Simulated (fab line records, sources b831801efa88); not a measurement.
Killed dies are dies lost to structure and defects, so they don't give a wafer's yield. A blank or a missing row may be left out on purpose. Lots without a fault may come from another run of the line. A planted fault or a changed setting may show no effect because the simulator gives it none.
fab line records | flow sfq_line
record lots=14 wafers=42 last_day=86
route steps=325 shown M5@207 R5@214 I5@237 M6@252
lots that met no fault: from a run of the same line without faults
start_h: hours from the record's first day to the start of the lot's first wafer shown | wait_h: hours since the lot's step before | " the same as in the row above | L1.1+2: a row that stands for several wafers | - no value, or no start given | * or withheld: withheld | < > ~ a bound
route shown NAME@n: a module of which the file shows steps, and the number in the route of the first | usual: mean/standard deviation of fault-free wafers | same: alike in all rows | chamber/n: place in a boat | sites: the reading at each site | _std_site: their standard deviation | _edge_site: outer sites' mean less inner sites' | radius_mm: how far each site lies from the wafer's centre | mask NAME#n: copy n | behind: the tool/chamber that last shaped the wafer | hold: why the lot was held/for how many hours/how that ended | device: the transistor (n, p or np) that didn't switch | end of line: the same wafers' tests at the end of the route | a step without rows: its recipe alone | killed: dies lost to structure and defects at the first sort, not the wafer's yield | map: a wafer's dies, x killed, . not, _ none there
set.NAME: the setting as run; set.NAME@STEP: as run at that earlier step | model.NAME: the simulator's own value behind a step, which no gauge read
steps of the route over a sample of lots; a table a step, a row a wafer
services: from which hour (start_h, from the record's first day; less than 0 if before it) a tool's chamber was out of use, for how many hours, and why
## steps
# step SFQ_TRILAYER_M5_STRIP_STRIP_127
# recipe gas=O2 power_w=200 platen_temp_c=40 overash_fraction=0.65 chemistry=O2 pressure_mtorr=50
# usual chamber_pressure_mTorr=49.99/0.049 drypump_motor_current_A=5.8/0.62 oes_product_au=0.998/0.0071
# columns lot.wafer tool chamber start_h wait_h chamber_pressure_mTorr drypump_motor_current_A oes_product_au rf_hours_counter_h
L626.3 rie_metal-03 1 1104.56 0.3 49.98 6.1 0.999 -
L626.4 " 0 " " 49.96 6.6 0.999 -
L626.6 " 1 " " 50.06 6.1 0.999 -
L627.3 rie_metal-04 0 1105.78 0.3 50.01 4.8 1.001 -
L627.5 " 1 " " 50.00 5.8 1.002 -
L627.6 " 0 " " 49.99 4.8 1.009 -
L630.4 rie_metal-04 0 1415.63 0.3 49.90 4.8 0.993 -
L630.5 " 0 " " 50.00 4.8 0.999 -
L630.6 " 0 " " 49.96 4.8 1.009 -
L631.1 rie_metal-02 1 1426.23 0.1 49.88 5.2 0.998 55
L631.2 " 0 " " 49.97 6.1 0.989 81
L631.6 " 1 " " 49.96 5.2 0.984 -
L634.1 rie_metal-02 0 1504.73 0.1 49.93 6.1 1.002 95
L634.2 " 1 " " 49.99 5.2 0.988 68
L634.3 " 1 " " 50.00 5.2 0.996 -
L635.1 rie_metal-03 1 1508.33 0.1 50.03 6.1 1.001 11
L635.5 " 1 " " 49.93 6.1 1.003 -
L635.6 " 0 " " 49.99 6.7 1.009 -
L636.1 rie_metal-03 1 1513.13 0.1 50.00 6.1 1.002 13
L636.3 " 1 " " 49.94 6.1 0.994 -
L636.6 " 0 " " 49.94 6.6 0.988 -
L637.1 rie_metal-03 1 1523.93 0.1 49.99 6.1 0.997 14
L637.4 " 1 " " 49.98 6.1 0.996 -
L637.6 " 1 " " 50.06 6.1 0.994 -
L642.1 rie_metal-02 0 1564.86 0.1 49.96 6.1 0.999 101
L642.3 " 0 " " 50.00 6.1 0.993 -
L642.4 " 1 " " 50.09 5.2 0.997 -
L643.2 rie_metal-02 1 1572.06 0.1 49.99 5.2 1.002 75
L643.3 " 1 " " 49.88 5.2 0.997 -
L643.4 " 0 " " 49.96 6.1 1.010 -
L644.2 rie_metal-04 1 1575.66 0.1 49.96 5.8 0.998 76
L644.5 " 0 " " 49.96 4.8 1.002 -
L644.6 " 1 " " 49.94 5.8 0.989 -
L645.1 rie_metal-03 1 1578.06 0.1 49.98 6.1 0.997 19
L645.3 " 0 " " 49.88 6.6 1.001 -
L645.4 " 1 " " 50.00 6.1 1.005 -
L646.1 rie_metal-04 1 1586.46 0.1 50.00 5.8 0.996 77
L646.3 " 1 " " 50.08 5.8 1.007 -
L646.4 " 0 " " 50.04 4.8 1.009 -
L648.4 rie_metal-04 0 1597.46 0.3 50.01 4.8 1.013 -
L648.5 " 0 " " 49.97 4.8 1.008 -
L648.6 " 1 " " 49.96 5.8 0.993 -
# step SFQ_TRILAYER_R5_DEP_SPUTTER_134
# recipe material=Ti base_pressure_pa=1.33e-06 target_thk_nm=5 power_w=2000 time_s=5 chamber_pressure_pa=0.4109
# usual base_pressure_pa=1.34e-06/8.9e-08 cathode_dc_power_W=2000.0/0.34 throttle_valve_pct=29.8/1.2
# columns lot.wafer tool chamber start_h wait_h base_pressure_pa cathode_dc_power_W throttle_valve_pct
L626.3 pvd_sputter-03 - 1116.53 0.0 1.32e-06 2000.0 27.6
L626.4 " - " " 1.34e-06 1999.9 31.1
L626.6 " - " " 1.5e-06 2000.8 29.9
L627.3 pvd_sputter-03 - 1119.53 0.0 1.29e-06 1999.4 29.9
L627.5 " - " " 1.46e-06 1999.9 27.5
L627.6 " - " " 1.29e-06 1999.5 30.3
L630.4 pvd_sputter-05 - 1420.77 0.0 1.27e-06 1999.6 30.3
L630.5 " - " " 1.31e-06 1999.6 30.3
L630.6 " - " " 1.38e-06 1999.6 30.5
L631.1 pvd_sputter-03 - 1431.39 0.0 1.34e-06 2000.3 31.2
L631.2 " - " " 1.3e-06 2000.0 27.7
L631.6 " - " " 1.39e-06 2000.2 30.6
L634.1 pvd_sputter-03 - 1510.40 0.0 1.42e-06 2000.5 27.5
L634.2 " - " " 1.24e-06 2000.0 30.3
L634.3 " - " " 1.33e-06 2000.9 31.3
L635.1 pvd_sputter-04 - 1513.47 0.0 1.27e-06 1999.9 29.1
L635.5 " - " " 1.32e-06 2000.3 28.8
L635.6 " - " " 1.38e-06 2000.2 30.5
L636.1 pvd_sputter-05 - 1518.27 0.0 1.18e-06 2000.4 28.1
L636.3 " - " " 1.29e-06 1999.9 30.3
L636.6 " - " " 1.28e-06 2000.3 30.3
L637.1 pvd_sputter-03 - 1529.07 0.0 1.27e-06 1999.8 31.5
L637.4 " - " " 1.5e-06 2000.0 27.5
L637.6 " - " " 1.27e-06 1999.5 31.4
L642.1 pvd_sputter-03 - 1581.51 0.0 1.42e-06 1999.9 31.1
L642.3 " - " " 1.45e-06 2000.1 29.8
L642.4 " - " " 1.48e-06 1999.4 27.6
L643.2 pvd_sputter-05 - 1588.16 0.0 1.32e-06 2000.0 30.2
L643.3 " - " " 1.41e-06 1999.7 30.1
L643.4 " - " " 1.41e-06 2000.4 28.2
L644.2 pvd_sputter-04 - 1591.16 0.0 1.31e-06 1999.9 28.8
L644.5 " - " " 1.15e-06 1999.9 30.6
L644.6 " - " " 1.3e-06 2000.4 30.6
L645.1 pvd_sputter-05 - 1593.51 0.0 1.35e-06 2000.3 30.8
L645.3 " - " " 1.25e-06 1999.9 30.5
L645.4 " - " " 1.29e-06 1999.6 27.9
L646.1 pvd_sputter-04 - 1596.51 0.0 1.31e-06 2000.7 29.1
L646.3 " - " " 1.37e-06 1999.8 30.4
L646.4 " - " " 1.45e-06 2000.0 28.8
L648.4 pvd_sputter-04 - 1602.57 0.0 1.45e-06 2000.4 28.7
L648.5 " - " " 1.35e-06 2000.5 30.2
L648.6 " - " " 1.29e-06 1999.9 28.6
# step SFQ_TRILAYER_I5_ETCH_VIA_ETCH_147
# recipe stop_on=Nb mask_material=PR chemistry=CHF3 target_depth_nm=360 source_w=500 bias_w=80 pressure_mtorr=30 time_s=withheld
# usual chamber_pressure_mTorr=30.001/0.029 drypump_motor_current_A=5.8/0.45 oes_product_au=0.988/0.0059 rf_fwd_power_W=498.6/1.5
# columns lot.wafer tool chamber start_h wait_h chamber_pressure_mTorr drypump_motor_current_A oes_product_au rf_fwd_power_W
L626.3 rie_diel-02 1 1379.22 0.0 30.002 6.4 0.988 498.9
L626.4 " 3 " " 29.949 5.6 0.999 498.8
L626.6 " 3 " " 29.999 5.6 0.990 497.3
L627.3 rie_diel-02 2 1384.02 0.0 30.066 5.0 0.985 497.7
L627.5 " 1 " " 29.954 6.4 0.985 498.6
L627.6 " 2 " " 30.013 5.0 0.991 497.7
L630.4 rie_diel-04 1 1559.84 0.0 30.025 5.5 0.993 498.5
L630.5 " 2 " " 29.958 5.9 0.987 497.5
L630.6 " 1 " " 30.022 5.4 0.992 497.9
L631.1 rie_diel-03 2 1569.44 0.0 30.017 5.8 0.990 500.1
L631.2 " 0 " " 29.973 6.1 0.993 502.2
L631.6 " 0 " " 30.000 6.1 0.996 500.1
L634.1 rie_diel-03 3 1642.64 0.0 29.996 6.3 0.988 498.8
L634.2 " 0 " " 29.992 6.0 0.996 500.7
L634.3 " 1 " " 30.005 6.2 0.981 498.3
L635.1 rie_diel-04 1 1685.74 0.0 29.978 5.4 0.985 497.4
L635.5 " 2 " " 30.004 5.9 0.996 500.5
L635.6 " 1 " " 30.023 5.5 0.990 497.1
L636.1 rie_diel-02 2 1686.94 0.0 29.952 5.0 0.986 499.1
L636.3 " 1 " " 30.003 6.4 0.988 497.3
L636.6 " 2 " " 29.960 5.0 0.982 500.3
L637.1 rie_diel-03 2 1688.14 0.0 29.986 5.9 0.989 501.3
L637.4 " 3 " " 30.004 6.3 0.990 496.6
L637.6 " 1 " " 29.984 6.2 0.982 498.8
L642.1 rie_diel-02 1 1698.88 0.0 29.992 6.4 0.985 499.2
L642.3 " 3 " " 30.035 5.6 0.988 497.8
L642.4 " 2 " " 30.044 5.0 0.991 501.2
L643.2 rie_diel-02 0 1823.81 0.0 30.008 5.9 0.989 498.6
L643.3 " 3 " " 29.984 5.6 0.988 500.8
L643.4 " 1 " " 29.999 6.4 0.987 497.9
L644.2 rie_diel-04 1 1828.61 0.0 29.976 5.4 0.993 500.6
L644.5 " 1 " " 29.974 5.4 0.998 499.8
L644.6 " 2 " " 30.067 5.9 0.991 500.7
L645.1 rie_diel-02 0 1834.61 0.0 30.000 5.9 1.001 498.1
L645.3 " 1 " " 29.990 6.5 0.987 499.4
L645.4 " 2 " " 30.052 5.0 0.993 495.1
L646.1 rie_diel-04 1 1837.01 0.0 29.989 5.4 0.984 497.1
L646.3 " 0 " " 30.055 6.2 0.990 500.3
L646.4 " 0 " " 29.982 6.2 0.981 498.4
L648.4 rie_diel-04 2 1841.81 0.0 30.031 5.9 0.986 498.4
L648.5 " 0 " " 30.022 6.2 0.990 498.7
L648.6 " 3 " " 30.059 5.9 0.979 498.0
# step SFQ_TRILAYER_M6_DEP_SPUTTER_157
# recipe material=Nb base_pressure_pa=1.33e-06 chamber_pressure_pa=0.1333 substrate_temp_c=20 target_thk_nm=200 power_w=2000 time_s=133.3
# usual base_pressure_pa=1.33e-06/1e-07 cathode_dc_power_W=2000.0/0.36 throttle_valve_pct=29.6/1.1
# columns lot.wafer tool chamber start_h wait_h base_pressure_pa cathode_dc_power_W throttle_valve_pct
L626.3 pvd_sputter-06 - 1487.91 0.0 1.32e-06 2000.1 28.2
L626.4 " - " " 1.24e-06 1999.4 28.9
L626.6 " - " " 1.23e-06 1999.7 29.2
L627.3 pvd_sputter-04 - 1489.11 0.0 1.34e-06 2000.1 30.5
L627.5 " - " " 1.26e-06 1999.9 30.8
L627.6 " - " " 1.3e-06 2000.2 29.1
L630.4 pvd_sputter-06 - 1672.42 0.0 1.29e-06 2000.6 27.9
L630.5 " - " " 1.44e-06 2000.3 29.1
L630.6 " - " " 1.3e-06 2000.3 28.7
L631.1 pvd_sputter-05 - 1681.82 0.0 1.43e-06 2000.0 28.1
L631.2 " - " " 1.34e-06 2001.0 30.0
L631.6 " - " " 1.23e-06 1999.5 30.5
L634.1 pvd_sputter-05 - 1763.35 0.0 - - -
L634.2 " - " " - - -
L634.3 " - " " - - -
L635.1 pvd_sputter-06 - 1796.93 0.0 - - -
L635.5 " - " " - - -
L635.6 " - " " - - -
L636.1 pvd_sputter-05 - 1799.93 0.0 1.48e-06 2000.1 31.1
L636.3 " - " " 1.32e-06 2000.2 28.2
L636.6 " - " " 1.26e-06 1999.6 28.1
L637.1 pvd_sputter-04 - 1801.73 0.0 1.32e-06 1999.6 30.4
L637.4 " - " " 1.33e-06 2000.2 28.9
L637.6 " - " " 1.42e-06 2000.0 30.4
L642.1 pvd_sputter-05 - 1816.15 0.0 1.51e-06 2000.1 30.3
L642.3 " - " " 1.09e-06 1999.9 28.2
L642.4 " - " " 1.24e-06 2000.0 30.1
L643.2 pvd_sputter-06 - 1827.91 0.0 1.33e-06 1999.8 27.9
L643.3 " - " " 1.26e-06 2000.5 29.3
L643.4 " - " " 1.37e-06 2000.2 30.1
L644.2 pvd_sputter-06 - 1833.10 0.0 1.38e-06 2000.0 30.1
L644.5 " - " " 1.36e-06 2000.6 29.0
L644.6 " - " " 1.46e-06 1999.7 28.2
L645.1 pvd_sputter-05 - 1840.42 0.0 1.36e-06 2000.4 30.5
L645.3 " - " " 1.38e-06 2000.1 31.5
L645.4 " - " " 1.46e-06 2000.5 28.1
L646.1 pvd_sputter-06 - 1841.62 0.0 1.34e-06 1999.1 28.7
L646.3 " - " " 1.28e-06 1999.7 30.3
L646.4 " - " " 1.31e-06 1999.6 29.4
L648.4 pvd_sputter-05 - 1848.07 0.0 1.24e-06 2000.5 30.2
L648.5 " - " " 1.09e-06 1999.6 31.5
L648.6 " - " " 1.64e-06 2000.0 28.3
# step SFQ_M6_RS_MEAS_938
# recipe thk_meas_gauge=four-point-probe reads=Nb_of_TRILAYER_M6_DEP_SPUTTER_157
# usual M6_NB_RS=0.894/0.009
# columns lot.wafer tool chamber start_h wait_h M6_NB_RS[ohm/sq]
L626.3 film_metro-04 - 1488.04 0.1 0.890
L626.4 " - " " 0.901
L626.6 " - " " 0.900
L627.3 film_metro-02 - 1489.24 0.1 0.902
L627.5 " - " " 0.909
L627.6 " - " " 0.899
L630.4 film_metro-04 - 1672.57 0.1 0.883
L630.5 " - " " 0.886
L630.6 " - " " 0.892
L631.1 film_metro-01 - 1681.91 0.0 0.877
L631.2 " - " " 0.871
L631.6 " - " " 0.877
L634.1 film_metro-01 - 1763.44 0.0 -
L634.2 " - " " -
L634.3 " - " " -
L635.1 film_metro-02 - 1797.02 0.0 -
L635.5 " - " " -
L635.6 " - " " -
L636.1 film_metro-02 - 1800.02 0.0 0.897
L636.3 " - " " 0.904
L636.6 " - " " 0.898
L637.1 film_metro-04 - 1801.82 0.0 0.894
L637.4 " - " " 0.897
L637.6 " - " " 0.889
L642.1 film_metro-04 - 1816.24 0.0 0.902
L642.3 " - " " 0.894
L642.4 " - " " 0.887
L643.2 film_metro-02 - 1828.02 0.1 0.911
L643.3 " - " " 0.908
L643.4 " - " " 0.913
L644.2 film_metro-04 - 1833.21 0.1 0.891
L644.5 " - " " 0.894
L644.6 " - " " 0.891
L645.1 film_metro-04 - 1840.51 0.0 0.889
L645.3 " - " " 0.889
L645.4 " - " " 0.895
L646.1 film_metro-04 - 1841.71 0.0 0.869
L646.3 " - " " 0.875
L646.4 " - " " 0.882
L648.4 film_metro-04 - 1848.35 0.2 0.885
L648.5 " - " " 0.887
L648.6 " - " " 0.888
# step SFQ_TRILAYER_M6_ETCH_METAL_ETCH_162
# recipe target=Nb stop_on=SiO2 mask_material=PR chemistry=Cl2/Ar target_depth_nm=240 icp_w=600 bias_w=80 pressure_mtorr=10 time_s=120
# usual chamber_pressure_mTorr=10.000/0.01 drypump_motor_current_A=5.8/0.63 oes_product_au=0.894/0.0065 rf_fwd_power_W=596.9/1.9
# columns lot.wafer tool chamber start_h wait_h chamber_pressure_mTorr drypump_motor_current_A oes_product_au rf_fwd_power_W rf_hours_counter_h
L626.3 rie_metal-02 1 1621.10 0.1 10.003 5.2 0.891 595.7 -
L626.4 " 0 " " 9.994 6.2 0.886 595.0 -
L626.6 " 0 " " 9.977 6.1 0.885 598.4 -
L627.3 rie_metal-04 0 1623.50 0.1 10.001 4.8 0.883 594.4 -
L627.5 " 1 " " 10.000 5.8 0.883 595.0 -
L627.6 " 0 " " 9.999 4.8 0.893 594.6 -
L630.4 rie_metal-03 0 1703.38 0.1 10.010 6.6 0.895 599.0 -
L630.5 " 0 " " 9.999 6.6 0.900 598.2 -
L630.6 " 1 " " 9.982 6.1 0.894 596.8 -
L631.1 rie_metal-02 1 1704.54 0.0 9.994 5.2 0.899 595.7 92
L631.2 " 0 " " 9.983 6.1 0.900 597.3 118
L631.6 " 1 " " 10.010 5.2 0.903 595.7 -
L634.1 rie_metal-03 0 1766.13 0.0 9.997 6.6 0.379 596.0 33
L634.2 " 1 " " 10.008 6.1 0.384 598.6 44
L634.3 " 0 " " 10.002 6.6 0.382 598.6 -
L635.1 rie_metal-03 1 1799.55 0.0 9.997 6.1 0.379 600.4 47
L635.5 " 1 " " 10.033 6.1 0.373 599.3 -
L635.6 " 0 " " 10.012 6.6 0.371 598.0 -
L636.1 rie_metal-03 1 1802.55 0.0 10.008 6.1 0.896 596.8 48
L636.3 " 0 " " 10.002 6.6 0.886 598.5 -
L636.6 " 1 " " 10.011 6.1 0.888 597.1 -
L637.1 rie_metal-04 0 1804.35 0.0 9.990 4.8 0.895 595.2 113
L637.4 " 0 " " 10.019 4.8 0.890 594.4 -
L637.6 " 0 " " 10.005 4.8 0.901 594.0 -
L642.1 rie_metal-02 1 1819.49 0.0 10.003 5.2 0.888 595.9 107
L642.3 " 0 " " 9.992 6.1 0.896 596.5 -
L642.4 " 1 " " 10.020 5.2 0.905 592.7 -
L643.2 rie_metal-03 0 1831.06 0.0 10.000 6.6 0.882 599.8 40
L643.3 " 0 " " 10.013 6.6 0.885 598.1 -
L643.4 " 1 " " 10.007 6.1 0.880 595.5 -
L644.2 rie_metal-03 1 1836.13 0.0 9.997 6.1 0.898 595.4 54
L644.5 " 0 " " 10.002 6.6 0.898 599.1 -
L644.6 " 1 " " 10.002 6.1 0.892 596.5 -
L645.1 rie_metal-02 0 1843.63 0.0 9.986 6.1 0.899 596.6 137
L645.3 " 1 " " 10.007 5.2 0.894 597.9 -
L645.4 " 0 " " 10.008 6.1 0.892 596.4 -
L646.1 rie_metal-02 0 1846.03 0.0 9.988 6.1 0.908 596.7 137
L646.3 " 1 " " 10.007 5.2 0.909 595.2 -
L646.4 " 0 " " 10.014 6.1 0.899 597.0 -
L648.4 rie_metal-04 0 1852.83 0.1 10.000 4.8 0.902 595.6 -
L648.5 " 0 " " 10.007 4.8 0.905 594.6 -
L648.6 " 1 " " 10.015 5.8 0.898 596.3 -
## services
# columns tool chamber start_h hours kind
rie_metal-03 - 1085.31 15.8 repair
rie_metal-02 - 1091.76 2.8 pm
rie_metal-04 0 1135.30 3.4 repair
rie_metal-03 - 1138.70 2.8 pm
pvd_sputter-05 - 1163.63 1.0 repair
rie_metal-02 1 1203.92 48.4 repair
rie_metal-03 - 1205.98 1.4 pm
rie_metal-02 - 1263.77 0.3 repair
rie_metal-04 - 1325.86 1.9 repair
pvd_sputter-05 - 1330.14 5.4 repair
rie_metal-04 - 1330.58 2.8 pm
rie_metal-03 1 1396.74 3.9 repair
rie_metal-02 1 1468.06 4.8 repair
rie_metal-02 - 1470.36 1.4 pm
pvd_sputter-05 - 1477.11 2.9 repair
rie_metal-03 0 1532.72 6.4 repair
pvd_sputter-05 - 1551.62 3.3 repair
pvd_sputter-05 - 1623.87 4.4 repair
pvd_sputter-05 - 1667.29 1.4 repair
pvd_sputter-05 - 1686.44 9.9 repair
rie_metal-02 0 1690.97 1.3 repair
pvd_sputter-05 - 1747.55 3.6 repair
rie_metal-03 - 1791.84 0.7 repair
rie_metal-03 - 1851.29 4.3 pm
## key
first_sign step=SFQ_TRILAYER_M6_DEP_SPUTTER_157 reading=tool_record direction=missing
effect step=SFQ_M6_RS_MEAS_938 reading=M6_NB_RS direction=missing
effect step=SFQ_TRILAYER_M6_ETCH_METAL_ETCH_162 reading=oes_product_au direction=down sigmas=79 usual=0.894 struck=0.378
met_at SFQ_TRILAYER_M6_DEP_SPUTTER_157
struck_lots L634,L635
not_acting_at SFQ_TRILAYER_M5_STRIP_STRIP_127,SFQ_TRILAYER_R5_DEP_SPUTTER_134,SFQ_TRILAYER_I5_ETCH_VIA_ETCH_147
onset_between 1681.82 1763.35
fault kind=skipped_step_whole tool=pvd_sputter-05,pvd_sputter-06 chamber=- onset_h=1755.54 steps=SFQ_TRILAYER_M6_DEP_SPUTTER_157 scope=struck_lots_only
